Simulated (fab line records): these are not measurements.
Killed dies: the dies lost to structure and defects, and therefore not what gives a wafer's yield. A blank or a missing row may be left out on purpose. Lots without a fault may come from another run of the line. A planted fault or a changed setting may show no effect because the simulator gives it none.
fab line records	flow gf180mcu	part 1 of 2: steps 1 to 24 of 34
record: lots: 5	wafers: 15	last_day: 32
route steps=602 shown M1@317 V1@335
lots untouched by any fault: they come from a run of this same line in which no faults occurred
start_h: start of the lot's first displayed wafer, in hours after the record's first day	wait_h: how many hours have passed since the lot's step before this one	" as in the row above	L1.1+2: a row that stands for several wafers	- no value, or no start was given	* or withheld: withheld	< > ~ a bound
route shown NAME@n: NAME is a module with steps in the file, n the number in the route of the first one	usual: average and standard deviation across the fault-free wafers	same: alike in all rows	chamber/n: place in a boat	sites: the reading at each site	_std_site: their standard deviation	_edge_site: inner sites' mean taken away from outer sites' mean	radius_mm: for every site, how far away it sits from the centre of the wafer	mask NAME#n: copy n	behind: tool/chamber where the wafer was last shaped	hold: cause of the lot's hold/its duration in hours/its outcome	device: whichever transistor did not switch (one of n, p or np)	end of line: tests run on the same wafers once the route is complete	step lacking rows: just its recipe	killed: dies that structure and defects cost at the first sort, which is not the same as the wafer's yield	map: shows each die of a wafer: x if killed, . if not, _ if none is there
set.NAME: the setting as run; set.NAME@STEP: as run at that earlier step	model.NAME: the simulator's own value behind a step, which no gauge read
a table for each step, a row for each wafer; lots at some steps of the route
services: from which hour (start_h, from the record's first day; less than 0 if before it) a tool's chamber was out of use, for how many hours, and why
== steps ==
step: GF_M1_SPUTTER_02
recipe: material: AlCu	target_thk_nm: 450	power_w: 10600	time_s: 23.9	chamber_pressure_pa: 0.4
usual: throttle_valve_pct: 30.6/0.69
same: time_s: 23.9
lot.wafer	tool	chamber	start_h	wait_h	throttle_valve_pct
L075.2	pvd_sputter-04	-	354.87	0.0	30.9
L075.3	"	-	"	"	28.6
L075.4	"	-	"	"	30.0
L078.1	pvd_sputter-03	-	392.56	0.0	31.8
L078.3	"	-	"	"	30.7
L078.5	"	-	"	"	30.5
L086.3	pvd_sputter-03	-	452.90	0.0	31.2
L086.4	"	-	"	"	30.0
L086.6	"	-	"	"	30.0
L089.4	pvd_sputter-04	-	483.70	0.0	30.9
L089.5	"	-	"	"	30.9
L089.6	"	-	"	"	30.7
L091.1	pvd_sputter-01	-	502.92	0.0	31.3
L091.2	"	-	"	"	31.2
L091.3	"	-	"	"	30.0
step: GF_M1_SPUTTER_03
recipe: material: Ti	target_thk_nm: 10	substrate_temp_c: 300	chamber_pressure_pa: 0.3	power_w: 3000	time_s: 6.7
usual: throttle_valve_pct: 30.6/0.69
same: time_s: 6.7
lot.wafer	tool	chamber	start_h	wait_h	throttle_valve_pct
L075.2	pvd_sputter-04	-	354.90	0.0	31.2
L075.3	"	-	"	"	28.9
L075.4	"	-	"	"	30.2
L078.1	pvd_sputter-03	-	392.59	0.0	31.6
L078.3	"	-	"	"	30.5
L078.5	"	-	"	"	30.7
L086.3	pvd_sputter-03	-	452.93	0.0	31.2
L086.4	"	-	"	"	30.2
L086.6	"	-	"	"	30.0
L089.4	pvd_sputter-04	-	483.73	0.0	31.1
L089.5	"	-	"	"	31.1
L089.6	"	-	"	"	30.8
L091.1	pvd_sputter-01	-	502.95	0.0	31.2
L091.2	"	-	"	"	31.2
L091.3	"	-	"	"	30.0
step: GF_M1_SPUTTER_04
recipe: material: TiN	target_thk_nm: 50	power_w: 6500	time_s: 41.7	chamber_pressure_pa: 0.4
usual: throttle_valve_pct: 30.6/0.69
same: time_s: 41.7
lot.wafer	tool	chamber	start_h	wait_h	throttle_valve_pct
L075.2	pvd_sputter-04	-	354.92	0.0	31.1
L075.3	"	-	"	"	28.7
L075.4	"	-	"	"	30.1
L078.1	pvd_sputter-03	-	392.61	0.0	31.6
L078.3	"	-	"	"	30.6
L078.5	"	-	"	"	30.9
L086.3	pvd_sputter-03	-	452.95	0.0	31.1
L086.4	"	-	"	"	30.0
L086.6	"	-	"	"	29.8
L089.4	pvd_sputter-04	-	483.75	0.0	30.8
L089.5	"	-	"	"	31.0
L089.6	"	-	"	"	30.6
L091.1	pvd_sputter-01	-	502.97	0.0	31.4
L091.2	"	-	"	"	31.1
L091.3	"	-	"	"	29.6
step: GF_M1_RS_MEAS_05
recipe: thk_meas_gauge: four-point-probe	reads: TiN_of_M1_SPUTTER_04+Ti_of_M1_SPUTTER_03+AlCu_of_M1_SPUTTER_02+TiN_of_M1_SPUTTER_01+Ti_of_M1_SPUTTER_00
usual: M1_ALCU_RS: 0.0697/0.00067
lot.wafer	tool	chamber	start_h	wait_h	M1_ALCU_RS[ohm/sq]
L075.2	film_metro-02	-	354.98	0.0	0.0693
L075.3	"	-	"	"	0.0696
L075.4	"	-	"	"	0.0703
L078.1	film_metro-03	-	392.65	0.0	0.0700
L078.3	"	-	"	"	0.0705
L078.5	"	-	"	"	0.0699
L086.3	film_metro-01	-	453.03	0.1	0.0688
L086.4	"	-	"	"	0.0691
L086.6	"	-	"	"	0.0693
L089.4	film_metro-01	-	483.85	0.1	0.0701
L089.5	"	-	"	"	0.0705
L089.6	"	-	"	"	0.0705
L091.1	film_metro-01	-	503.01	0.0	0.0690
L091.2	"	-	"	"	0.0700
L091.3	"	-	"	"	0.0691
step: GF_M1_THK_MEAS_06
recipe: thk_meas_gauge: xrf	reads: AlCu_of_M1_SPUTTER_02
usual: M1_ALCU_THK: 452/5.3
lot.wafer	tool	chamber	start_h	wait_h	M1_ALCU_THK[nm]
L075.2	film_metro-02	-	355.09	0.1	458
L075.3	"	-	"	"	454
L075.4	"	-	"	"	452
L078.1	film_metro-03	-	392.77	0.1	450
L078.3	"	-	"	"	446
L078.5	"	-	"	"	450
L086.3	film_metro-01	-	453.13	0.1	456
L086.4	"	-	"	"	456
L086.6	"	-	"	"	453
L089.4	film_metro-01	-	483.94	0.1	451
L089.5	"	-	"	"	444
L089.6	"	-	"	"	447
L091.1	film_metro-01	-	503.13	0.1	454
L091.2	"	-	"	"	451
L091.3	"	-	"	"	456
step: GF_M1_DEHYDRATE_07
recipe: temp_c: 200	time_s: 60
usual: heater_power_total_W: 160.36/0.13	resist_line_temp_C: 23.02/0.11
same: time_s: 60
lot.wafer	tool	chamber	start_h	wait_h	heater_power_total_W	resist_line_temp_C
L075.2	litho_track-02	0	365.28	10.2	160.27	22.79
L075.3	"	0	"	"	160.34	23.13
L075.4	"	0	"	"	160.21	22.92
L078.1	litho_track-01	0	403.84	11.1	160.43	23.22
L078.3	"	0	"	"	160.49	22.99
L078.5	"	0	"	"	160.46	22.92
L086.3	litho_track-02	0	462.76	9.6	160.32	23.08
L086.4	"	0	"	"	160.38	23.10
L086.6	"	0	"	"	160.18	22.88
L089.4	litho_track-02	0	495.08	11.1	160.37	23.00
L089.5	"	0	"	"	160.58	23.14
L089.6	"	0	"	"	160.47	22.98
L091.1	litho_track-02	0	514.36	11.2	160.37	23.07
L091.2	"	0	"	"	160.49	22.92
L091.3	"	0	"	"	160.46	22.91
step: GF_M1_HMDS_08
recipe: prime_time_s: 60	prime_temp_c: 120
usual: resist_line_temp_C: 23.00/0.1
same: prime_time_s: 60
lot.wafer	tool	chamber	start_h	wait_h	resist_line_temp_C
L075.2	litho_track-02	0	365.43	0.1	23.13
L075.3	"	0	"	"	23.01
L075.4	"	0	"	"	23.09
L078.1	litho_track-01	0	403.99	0.1	23.05
L078.3	"	0	"	"	23.06
L078.5	"	0	"	"	22.96
L086.3	litho_track-02	0	462.91	0.1	23.12
L086.4	"	0	"	"	23.11
L086.6	"	0	"	"	23.07
L089.4	litho_track-02	0	495.23	0.1	22.78
L089.5	"	0	"	"	22.85
L089.6	"	0	"	"	22.71
L091.1	litho_track-02	0	514.51	0.1	22.80
L091.2	"	0	"	"	22.76
L091.3	"	0	"	"	22.91
step: GF_M1_COAT_09
recipe: resist: KrF	spin_rpm: withheld	resist_thk_nm: 1007
usual: resist_line_temp_C: 23.00/0.095
lot.wafer	tool	chamber	start_h	wait_h	resist_line_temp_C
L075.2	litho_track-02	0	365.58	0.1	22.93
L075.3	"	0	"	"	22.86
L075.4	"	0	"	"	22.95
L078.1	litho_track-01	0	404.14	0.1	23.08
L078.3	"	0	"	"	23.02
L078.5	"	0	"	"	23.03
L086.3	litho_track-02	0	463.06	0.1	23.11
L086.4	"	0	"	"	22.98
L086.6	"	0	"	"	23.01
L089.4	litho_track-02	0	495.38	0.1	23.01
L089.5	"	0	"	"	23.16
L089.6	"	0	"	"	23.11
L091.1	litho_track-02	0	514.66	0.1	23.10
L091.2	"	0	"	"	23.08
L091.3	"	0	"	"	23.00
step: GF_M1_SOFTBAKE_10
recipe: temp_c: 130	time_s: 60	resist: KrF
usual: heater_power_total_W: 93.05/0.056	resist_line_temp_C: 23.01/0.11
same: time_s: 60
lot.wafer	tool	chamber	start_h	wait_h	heater_power_total_W	resist_line_temp_C
L075.2	litho_track-02	0	365.73	0.1	93.03	23.00
L075.3	"	0	"	"	93.08	22.78
L075.4	"	0	"	"	93.02	22.92
L078.1	litho_track-01	0	404.29	0.1	93.09	22.94
L078.3	"	0	"	"	93.04	23.36
L078.5	"	0	"	"	93.08	23.16
L086.3	litho_track-02	0	463.21	0.1	92.95	23.19
L086.4	"	0	"	"	93.02	23.05
L086.6	"	0	"	"	93.00	23.04
L089.4	litho_track-02	0	495.53	0.1	92.92	22.97
L089.5	"	0	"	"	93.00	22.94
L089.6	"	0	"	"	93.02	22.99
L091.1	litho_track-02	0	514.81	0.1	93.12	23.02
L091.2	"	0	"	"	93.08	23.03
L091.3	"	0	"	"	93.07	23.10
step: GF_M1_EXPOSE_11
recipe: mask_id: Metal1	target_cd_nm: 230	na: 0.68	source_shape: conventional	sigma_outer: 0.6	dose_mj: 28
usual: reticle_temp_C: 22.98/0.1
lot.wafer	tool	chamber	start_h	wait_h	mask	reticle_temp_C
L075.2	krf_scanner-02	0	-	-	Metal1#0	22.91
L075.3	"	0	"	"	Metal1#0	23.00
L075.4	"	0	"	"	Metal1#0	22.99
L078.1	krf_scanner-01	0	-	-	Metal1#0	22.88
L078.3	"	0	"	"	Metal1#0	22.98
L078.5	"	0	"	"	Metal1#0	22.84
L086.3	krf_scanner-02	0	-	-	Metal1#0	22.96
L086.4	"	0	"	"	Metal1#0	22.71
L086.6	"	0	"	"	Metal1#0	22.84
L089.4	krf_scanner-02	0	-	-	Metal1#0	22.99
L089.5	"	0	"	"	Metal1#0	22.88
L089.6	"	0	"	"	Metal1#0	23.13
L091.1	krf_scanner-02	0	-	-	Metal1#0	22.97
L091.2	"	0	"	"	Metal1#0	23.21
L091.3	"	0	"	"	Metal1#0	23.14
step: GF_M1_PEB_12
recipe: peb_temp_c: 135	peb_time_s: 90	resist: KrF
usual: heater_power_total_W: 85.69/0.082	resist_line_temp_C: 22.98/0.099
lot.wafer	tool	chamber	start_h	wait_h	heater_power_total_W	resist_line_temp_C
L075.2	litho_track-03	0	-	-	85.82	22.99
L075.3	"	0	"	"	85.75	23.01
L075.4	"	0	"	"	85.80	23.10
L078.1	litho_track-01	0	-	-	85.65	22.97
L078.3	"	0	"	"	85.56	22.93
L078.5	"	0	"	"	85.78	22.97
L086.3	litho_track-01	0	-	-	85.56	23.15
L086.4	"	0	"	"	85.70	23.01
L086.6	"	0	"	"	85.52	23.05
L089.4	litho_track-02	0	-	-	85.62	22.85
L089.5	"	0	"	"	85.75	22.98
L089.6	"	0	"	"	85.70	22.92
L091.1	litho_track-02	0	-	-	85.59	22.90
L091.2	"	0	"	"	85.72	22.98
L091.3	"	0	"	"	85.66	22.87
step: GF_M1_DEVELOP_13
recipe: develop_time_s: 60	dev_temp_c: 21
usual: resist_line_temp_C: 23.02/0.11
lot.wafer	tool	chamber	start_h	wait_h	resist_line_temp_C
L075.2	litho_track-03	0	377.22	0.2	22.92
L075.3	"	0	"	"	22.84
L075.4	"	0	"	"	23.10
L078.1	litho_track-01	0	416.24	0.2	23.05
L078.3	"	0	"	"	22.93
L078.5	"	0	"	"	23.23
L086.3	litho_track-01	0	475.54	0.1	22.98
L086.4	"	0	"	"	23.13
L086.6	"	0	"	"	23.15
L089.4	litho_track-02	0	507.98	0.1	22.95
L089.5	"	0	"	"	22.95
L089.6	"	0	"	"	22.94
L091.1	litho_track-02	0	526.90	0.2	23.07
L091.2	"	0	"	"	23.02
L091.3	"	0	"	"	23.13
step: GF_M1_CD_MEAS_14
recipe: target_cd_nm: 230
usual: cd_nm: 230.0/1.3
lot.wafer	tool	chamber	start_h	wait_h	cd_nm
L075.2	cd_sem-02	-	377.36	0.1	230.6
L075.3	"	-	"	"	230.3
L075.4	"	-	"	"	229.9
L078.1	cd_sem-02	-	416.39	0.1	230.9
L078.3	"	-	"	"	230.1
L078.5	"	-	"	"	231.3
L086.3	cd_sem-02	-	475.68	0.1	230.7
L086.4	"	-	"	"	231.2
L086.6	"	-	"	"	231.0
L089.4	cd_sem-01	-	508.12	0.1	229.0
L089.5	"	-	"	"	229.4
L089.6	"	-	"	"	228.9
L091.1	cd_sem-02	-	527.05	0.1	231.3
L091.2	"	-	"	"	230.9
L091.3	"	-	"	"	231.6
step: GF_M1_OVL_MEAS_15
usual: M1_OVL: -1/6
lot.wafer	tool	chamber	start_h	wait_h	M1_OVL[nm]
L075.2	overlay-02	-	377.47	0.1	-2
L075.3	"	-	"	"	-4
L075.4	"	-	"	"	3
L078.1	overlay-01	-	416.51	0.1	0
L078.3	"	-	"	"	-7
L078.5	"	-	"	"	-9
L086.3	overlay-01	-	475.77	0.1	-2
L086.4	"	-	"	"	-3
L086.6	"	-	"	"	2
L089.4	overlay-01	-	508.19	0.1	7
L089.5	"	-	"	"	4
L089.6	"	-	"	"	5
L091.1	overlay-01	-	527.17	0.1	5
L091.2	"	-	"	"	6
L091.3	"	-	"	"	1
step: GF_M1_METAL_ETCH_16
recipe: chemistry: Cl2/BCl3	mask_material: KrF	target_depth_nm: 750.8	stop_on: SiO2	pressure_mtorr: 8	icp_w: 800	bias_w: 140	Cl2_flow_sccm: 80	bcl3_flow_sccm: 40	time_s: 125.1
usual: drypump_motor_current_A: 6.02/0.26	oes_product_au: 0.989/0.0051	throttle_valve_pct: 28.230/0.01
same: time_s: 125.1
lot.wafer	tool	chamber	start_h	wait_h	drypump_motor_current_A	oes_product_au	rf_hours_counter_h	throttle_valve_pct
L075.2	rie_metal-04	0	377.50	0.0	6.35	0.988	12	28.226
L075.3	"	1	"	"	6.37	0.992	-	28.229
L075.4	"	0	"	"	6.33	0.976	-	28.244
L078.1	rie_metal-03	0	416.55	0.0	6.00	0.993	11	28.230
L078.3	"	1	"	"	5.78	0.982	-	28.217
L078.5	"	0	"	"	6.00	0.991	-	28.218
L086.3	rie_metal-03	1	475.84	0.1	5.77	0.985	-	28.227
L086.4	"	0	"	"	5.99	0.993	-	28.218
L086.6	"	1	"	"	5.81	0.988	-	28.233
L089.4	rie_metal-04	1	508.25	0.1	6.35	0.990	-	28.239
L089.5	"	0	"	"	6.31	0.986	-	28.230
L089.6	"	1	"	"	6.35	0.985	-	28.216
L091.1	rie_metal-04	0	527.21	0.0	6.32	0.983	3	28.219
L091.2	"	1	"	"	6.37	0.981	6	28.230
L091.3	"	0	"	"	6.34	0.988	-	28.218
step: GF_M1_STRIP_17
recipe: chemistry: O2/N2	power_w: 1400	pressure_mtorr: 1500	platen_temp_c: 250	o2_flow_sccm: 3000	n2_flow_sccm: 300	overash_fraction: 0.5
usual: drypump_motor_current_A: 5.8/0.33	heater_power_w: 324/15	oes_product_au: 0.541/0.0048	platen_temp_c: 249.98/0.18	strip_time_to_endpoint_s: 7.45/0.042
lot.wafer	tool	chamber	start_h	wait_h	drypump_motor_current_A	heater_power_w	oes_product_au	platen_temp_c	rf_hours_counter_h	strip_time_to_endpoint_s
L075.2	plasma_asher-04	1	377.63	0.1	5.5	319	0.548	250.09	30	7.53
L075.3	"	0	"	"	5.8	340	0.549	250.00	-	7.44
L075.4	"	1	"	"	5.5	315	0.547	249.69	-	7.56
L078.1	plasma_asher-02	0	416.68	0.1	6.3	332	0.533	249.91	76	7.44
L078.3	"	0	"	"	6.2	334	0.537	250.12	-	7.47
L078.5	"	1	"	"	5.5	333	0.540	249.57	-	7.46
L086.3	plasma_asher-02	0	475.96	0.1	6.3	334	0.538	250.24	-	7.45
L086.4	"	1	"	"	5.5	348	0.536	250.07	-	7.40
L086.6	"	0	"	"	6.2	332	0.542	250.02	-	7.44
L089.4	plasma_asher-03	1	508.37	0.1	5.4	318	0.537	250.01	-	7.51
L089.5	"	1	"	"	5.4	326	0.539	249.74	-	7.47
L089.6	"	0	"	"	6.2	300	0.545	250.06	-	7.49
L091.1	plasma_asher-04	0	527.34	0.1	5.8	335	0.536	249.54	46	7.44
L091.2	"	1	"	"	5.5	329	0.538	249.99	46	7.49
L091.3	"	1	"	"	5.5	314	0.544	250.14	-	7.45
step: GF_M1_STRIP_18
recipe: chemistry: post_etch_residue_remover	time_s: 1200	temp_c: 72.5
same: time_s: 1200
lot.wafer	tool	chamber	start_h	wait_h
L075.2+3+4	wet_bench-02	0	377.73	0.1
L078.1+3+5	wet_bench-04	2	416.78	0.1
L086.3+4+6	wet_bench-02	1	476.02	0.0
L089.4+5+6	wet_bench-03	0	508.44	0.0
L091.1+2+3	wet_bench-03	2	527.44	0.1
step: GF_M1_CLEAN_19
recipe: chemistry: DIW	dry: n2_spin
lot.wafer	tool	chamber	start_h	wait_h
L075.2+3+4	wet_bench-03	1	378.10	0.0
L078.1+3+5	wet_bench-02	3	417.12	0.0
L086.3+4+6	wet_bench-03	3	476.37	0.0
L089.4+5+6	wet_bench-02	0	508.78	0.0
L091.1+2+3	wet_bench-02	1	527.78	0.0
step: GF_V1_CVD_00
recipe: material: SiO2	target_thk_nm: 600	sigma_open_frac: 0.3	temp_c: 400	time_s: 100	sih4_flow_sccm: 60	pressure_mtorr: 6
usual: susceptor_temp_C: 399.96/0.23
same: time_s: 100
lot.wafer	tool	chamber	start_h	wait_h	susceptor_temp_C
L075.2	hdpcvd-02	1	378.19	0.0	400.13
L075.3	"	0	"	"	399.91
L075.4	"	1	"	"	399.93
L078.1	hdpcvd-02	2	417.21	0.0	400.13
L078.3	"	1	"	"	399.97
L078.5	"	1	"	"	399.88
L086.3	hdpcvd-02	2	476.46	0.0	400.22
L086.4	"	2	"	"	400.01
L086.6	"	1	"	"	400.10
L089.4	hdpcvd-01	0	508.91	0.0	400.07
L089.5	"	1	"	"	399.85
L089.6	"	2	"	"	400.06
L091.1	hdpcvd-01	0	527.87	0.0	400.05
L091.2	"	2	"	"	400.08
L091.3	"	0	"	"	400.31
step: GF_V1_THK_MEAS_01
recipe: reads: SiO2_of_V1_CVD_00
usual: V1_CVD_00_THK: 599/6.3
lot.wafer	tool	chamber	start_h	wait_h	V1_CVD_00_THK[nm]
L075.2	film_metro-04	-	378.27	0.0	604
L075.3	"	-	"	"	617
L075.4	"	-	"	"	610
L078.1	film_metro-04	-	417.28	0.0	604
L078.3	"	-	"	"	598
L078.5	"	-	"	"	599
L086.3	film_metro-01	-	476.55	0.1	593
L086.4	"	-	"	"	585
L086.6	"	-	"	"	590
L089.4	film_metro-04	-	508.98	0.0	589
L089.5	"	-	"	"	587
L089.6	"	-	"	"	592
L091.1	film_metro-01	-	527.98	0.1	599
L091.2	"	-	"	"	593
L091.3	"	-	"	"	593
step: GF_V1_CVD_02
recipe: material: SiO2	target_thk_nm: 850	precursor: TEOS	temp_c: 400	time_s: 94.851	rf_w: 600
usual: heater_power_w: 657/85	susceptor_temp_C: 399.99/0.24
same: time_s: 94.851
lot.wafer	tool	chamber	start_h	wait_h	heater_power_w	susceptor_temp_C
L075.2	pecvd-04	0	378.32	0.0	466	400.16
L075.3	"	2	"	"	749	399.90
L075.4	"	0	"	"	524	400.23
L078.1	pecvd-04	2	417.34	0.1	673	399.94
L078.3	"	0	"	"	540	400.12
L078.5	"	2	"	"	741	399.94
L086.3	pecvd-03	0	476.59	0.0	711	400.03
L086.4	"	2	"	"	721	399.97
L086.6	"	1	"	"	699	399.83
L089.4	pecvd-01	0	509.04	0.1	695	400.19
L089.5	"	2	"	"	534	399.58
L089.6	"	1	"	"	608	400.47
L091.1	pecvd-01	1	528.04	0.1	743	400.18
L091.2	"	0	"	"	647	399.90
L091.3	"	2	"	"	673	400.14
step: GF_V1_THK_MEAS_03
recipe: reads: SiO2_of_V1_CVD_02
usual: V1_CVD_02_THK: 850/12
lot.wafer	tool	chamber	start_h	wait_h	V1_CVD_02_THK[nm]
L075.2	film_metro-04	-	378.40	0.0	857
L075.3	"	-	"	"	853
L075.4	"	-	"	"	862
L078.1	film_metro-01	-	417.41	0.0	853
L078.3	"	-	"	"	851
L078.5	"	-	"	"	861
L086.3	film_metro-01	-	476.68	0.1	844
L086.4	"	-	"	"	867
L086.6	"	-	"	"	847
L089.4	film_metro-01	-	509.11	0.0	866
L089.5	"	-	"	"	864
L089.6	"	-	"	"	861
L091.1	film_metro-04	-	528.11	0.0	858
L091.2	"	-	"	"	847
L091.3	"	-	"	"	858
step: GF_V1_CMP_04
recipe: material: SiO2	down_force_psi: 4	platen_rpm: 60	pad_velocity_m_s: 0.94248
usual: motor_current_A: 12.5/0.64	slurry_filter_dp_kPa: 13.49/0.15	time_to_endpoint_s: 78/5.2
lot.wafer	tool	chamber	start_h	wait_h	motor_current_A	slurry_filter_dp_kPa	time_to_endpoint_s
L075.2	cmp-01	3	378.45	0.0	12.2	13.69	78
L075.3	"	1	"	"	12.9	13.40	75
L075.4	"	2	"	"	12.2	13.57	81
L078.3	cmp-01	2	417.47	0.0	12.6	13.58	76
L078.1	"	3	"	"	12.3	13.52	80
L078.5	"	2	"	"	12.3	13.53	79
L086.3	cmp-02	1	476.82	0.1	11.9	13.56	78
L086.4	"	2	"	"	11.9	13.36	85
L086.6	"	0	"	"	13.5	13.54	78
L089.4	cmp-02	2	509.29	0.2	12.6	13.48	88
L089.6	"	3	"	"	12.0	13.64	83
L089.5	"	0	"	"	13.2	13.57	88
L091.3	cmp-01	0	528.22	0.1	11.6	13.47	88
L091.1	"	1	"	"	12.5	13.64	83
L091.2	"	2	"	"	12.7	13.41	81
step: GF_V1_BOW_MEAS_05
recipe: mode: bow
usual: V1_BOW: 83/8.4
lot.wafer	tool	chamber	start_h	wait_h	V1_BOW[um]
L075.2	film_metro-04	-	378.77	0.3	83
L075.3	"	-	"	"	87
L075.4	"	-	"	"	84
L078.1	film_metro-03	-	417.77	0.2	92
L078.3	"	-	"	"	80
L078.5	"	-	"	"	85
L086.3	film_metro-03	-	477.06	0.2	72
L086.4	"	-	"	"	73
L086.6	"	-	"	"	76
L089.4	film_metro-04	-	509.50	0.2	89
L089.5	"	-	"	"	82
L089.6	"	-	"	"	88
L091.1	film_metro-04	-	528.47	0.1	88
L091.2	"	-	"	"	86
L091.3	"	-	"	"	80
